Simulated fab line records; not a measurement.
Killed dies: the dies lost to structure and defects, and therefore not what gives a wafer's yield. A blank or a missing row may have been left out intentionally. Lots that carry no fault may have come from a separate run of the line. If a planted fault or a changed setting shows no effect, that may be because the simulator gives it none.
2 desks looking at one fault    flow gf180mcu    what lay behind the numbers comes last; until then each desk has only its own

## TOOL OWNER'S DESK, rieSi-01
The tool's own readings at GF_STI_ETCH_14 (etches Si in HBr/Cl2/O2, target depth 360 nm, time 102.9 s): means of the sampled wafers that have a number, for each lot that ran on this tool. Any lot whose mean is over 4 standard deviations away from the usual mean is out of limits and marked OUT; that distance is given in the brackets.
Columns: A = drypumpMotorCurrentA at GF_STI_ETCH_14, usual 5.6 A; B = oesProductAu at GF_STI_ETCH_14, usual 0.996 a.u.; C = runLengthS at GF_STI_ETCH_14, usual 131.2 s; D = throttleValvePct at GF_STI_ETCH_14, usual 25.658 %
lot   first seen here  A    B      C                D
L315  day 2 11:36      5.3  1.003  131.3            25.668
L316  day 2 17:12      5.1  0.993  131.0            25.660
L317  day 2 22:03      5.3  1.002  131.2            25.644
L318  day 3 03:02      5.4  1.003  131.0            25.652
L323  day 4 07:22      5.3  1.001  122.3 (-24) OUT  25.651
L324  day 4 10:29      5.4  1.008  113.8 (-47) OUT  25.648
L335  day 6 19:04      5.1  0.994  130.9            25.660
L336  day 7 01:04      5.2  1.005  131.2            25.650
This desk's finding: out of limits on L323, L324; first on L323, day 4 07:22 (runLengthS at GF_STI_ETCH_14). In limits: L315, L316, L317, L318, L335, L336.

## METROLOGY DESK
Lot by lot, what the gauges showed, no matter which tool ran the lot: averages of those sampled wafers that carry a number. Any lot whose mean is over 4 standard deviations away from the usual mean is out of limits and marked OUT; that distance is given in the brackets.
Columns: A = MVPSD_OVL at GF_MVPSD_OVL_MEAS_07, usual -0.2 nm; B = V1_OVL at GF_V1_OVL_MEAS_15, usual -3 nm
lot   first seen here  A     B
L313  day 4 23:48      1.1   -3
L314  day 5 06:01      0.7   -4
L315  day 5 12:22      -0.3  -6
L316  day 5 19:03      1.5   0
L317  day 5 23:25      -1.4  1
L318  day 6 07:51      -0.2  -4
L323  day 7 12:29      -0.1  -3
L324  day 7 19:51      -0.6  -1
L327  day 8 12:39      -1.8  -5
L328  day 8 18:37      0.4   -3
L333  day 9 22:37      -0.1  5
L334  day 10 11:14     -0.2  2
L335  day 10 12:57     -2.2  3
L336  day 10 19:37     0.2   -11
This desk found nothing out of limits on any of the 14 lots.

## ALL TOGETHER
On L323, L324, at day 4 07:22, an alarm was possible from the tool owner's desk.
The metrology desk saw nothing out of limits.
The metrology desk has L323, L324 on record, within its limits.
GF_STI_ETCH_14 was run on rieSi-01 by each of the lots named.

## WHAT THE SIMULATOR PUT IN
rieSi-01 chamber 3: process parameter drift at GF_STI_ETCH_14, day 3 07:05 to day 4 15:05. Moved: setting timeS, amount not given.
Shown lots that were struck: L323, L324.
Delay in hours, fault start to first out-of-limits reading, by desk: the tool owner's desk at 24.
